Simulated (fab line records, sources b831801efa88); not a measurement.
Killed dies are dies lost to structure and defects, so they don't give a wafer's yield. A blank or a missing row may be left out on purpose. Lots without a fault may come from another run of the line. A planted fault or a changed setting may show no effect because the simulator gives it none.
A struck lot beside a sound one | flow sky130 | 20 steps out of a route of 708
Sound: wafers L711.1, L711.2, L711.5. Struck: wafers L720.1, L720.3, L720.4. The cause comes at the end.
At each step with rows: each side's tool, then ch and its chambers, then its first start. Under that, the readings that differ: sound wafers | struck wafers | difference of the means | sigmas: that difference in standard deviations of wafers without a fault.
alike: readings whose means differ by less than 2 such deviations, and words and numbers that are the same on both sides. not compared: withheld readings, readings that some wafer has no value for, bounds like >300 that may hide the same value, and numbers for which the record gives no deviation and whose values overlap.
The two part at a step that has a row with sigmas, a row that says differs or no value, or rows on one side only. Numbers that don't overlap but have no deviation are shown without sigmas and don't part them. A reading that every wafer of one side lacks parts them only if that side has two wafers or more.

SKY_FIELD_ISO_BOW_MEAS_00:
  sound on film_metro-02, day 2 06:00; struck on film_metro-04, day 4 03:00
  alike: INCOMING_BOW
then, 1 step without rows for these wafers: SKY_FIELD_ISO_OXIDATION_01 (stabilise 600 s, purge 300 s, target thk 12 nm).
SKY_FIELD_ISO_THK_MEAS_02:
  sound on film_metro-04, day 2 07:38; struck on film_metro-02, day 4 05:39
  alike: FIELD_ISO_OXIDATION_00_THK
then, 1 step without rows for these wafers: SKY_FIELD_ISO_CVD_03 (deposits Si3N4 from DCS/NH3, target thk 165 nm, time 2830 s).
SKY_FIELD_ISO_THK_MEAS_04:
  sound on film_metro-02, day 2 09:30; struck on film_metro-04, day 4 08:06
  alike: FIELD_ISO_CVD_03_THK
then, 5 steps without rows for these wafers: SKY_FIELD_ISO_DEHYDRATE_05 (time 60 s); SKY_FIELD_ISO_HMDS_06 (prime time 60 s); SKY_FIELD_ISO_COAT_07 (resist thk 60 nm); SKY_FIELD_ISO_COAT_08 (resist thk 450 nm); SKY_FIELD_ISO_SOFTBAKE_09 (time 90 s).
SKY_FIELD_ISO_EXPOSE_10: exposes mask FOM, target cd 150 nm.
  sound on krf_scanner-02 ch 0, day 2 17:22; struck on krf_scanner-02 ch 0, day 4 16:25
  reading              | sound                | struck               | difference | sigmas
  exposure_dose_mJ_cm2 | 27.973 27.945 27.986 | 34.603 34.627 34.593 | +6.640     | +99 or more
  alike: mask
then, 2 steps without rows for these wafers: SKY_FIELD_ISO_PEB_11; SKY_FIELD_ISO_DEVELOP_12 (develop time 60 s).
SKY_FIELD_ISO_CD_MEAS_13: target cd 150 nm.
  sound on cd_sem-01, day 3 00:38; struck on cd_sem-01, day 5 01:28
  reading    | sound             | struck            | difference | sigmas
  cd_nm (nm) | 150.6 151.2 148.6 | 106.1 106.6 106.9 | -43.6      | -34
SKY_FIELD_ISO_ETCH_14: etches BARC in N2/H2, stops on SiO2, time 45.9 s, target depth 60 nm.
  sound on rie_diel-04 ch 1,3, day 3 00:46; struck on rie_diel-02 ch 0,1,3, day 5 01:35
  reading                    | sound             | struck          | difference | sigmas
  model.FIELD_ISO.cd_nm (nm) | 150.5 151.2 148.5 | 105.6 106.8 106 | -43.9      |
  alike: drypump_motor_current_A, oes_product_au, throttle_valve_pct
  not compared: rf_hours_counter_h
SKY_FIELD_ISO_ETCH_15: etches the open film in CHF3/O2, stops on Si, target depth 180 nm, time 72 s.
  sound on rie_diel-04 ch 1,3, day 3 00:48; struck on rie_diel-02 ch 0,1,3, day 5 01:38
  alike: drypump_motor_current_A, oes_product_au, throttle_valve_pct
  not compared: rf_hours_counter_h
SKY_FIELD_ISO_STRIP_16: strips in O2/N2.
  sound on plasma_asher-02 ch 0,1, day 3 00:52; struck on plasma_asher-02 ch 0,1, day 5 01:41
  alike: drypump_motor_current_A, oes_product_au, strip_time_to_endpoint_s
  not compared: rf_hours_counter_h
SKY_FIELD_ISO_ETCH_17: etches Si in HBr/Cl2/O2, target depth 342 nm, time 97.7 s.
  sound on rie_si-01 ch 1,3, day 3 00:58; struck on rie_si-02 ch 1,2, day 5 01:47
  reading                    | sound         | struck            | difference | sigmas
  model.FIELD_ISO.cd_nm (nm) | 151 152.3 148 | 106.9 107.2 105.9 | -43.8      |
  alike: drypump_motor_current_A, oes_product_au, throttle_valve_pct
  not compared: rf_hours_counter_h
then, 1 step without rows for these wafers: SKY_FIELD_ISO_WET_ETCH_18 (etches Si3N4 in H3PO4, target depth 25 nm, time 286 s).
-- the record jumps here: 44 days lie between the struck wafers' starts before and after (it left off in module FIELD_ISO and takes up again in module PAD_OPEN, whose first step shown is number 708 of the route) --
SKY_PAD_OPEN_PROBE_99:
  sound on prober-01, day 46 19:26; struck on prober-02, day 48 23:57
  reading             | sound    | struck      | difference | sigmas
  killed_at_front_end | 12 18 10 | 429 424 418 | +410       | +98
  killed_dies         | 65 96 82 | 492 492 492 | +411       | +48
  killed_on_rim       | 15 23 14 | 96 96 96    | +79        | +20
  alike: killed_at_M0_to_M3, killed_at_M4_up, killed_at_contacts, killed_at_other, killed_open, killed_short

WHERE THEY PART
First at SKY_FIELD_ISO_EXPOSE_10; last, within this record, at SKY_PAD_OPEN_PROBE_99.

WHY: what the simulator had put in
Process parameter drift: krf_scanner-02, from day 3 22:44 on, at SKY_FIELD_ISO_EXPOSE_10. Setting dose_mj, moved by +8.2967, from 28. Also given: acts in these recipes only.
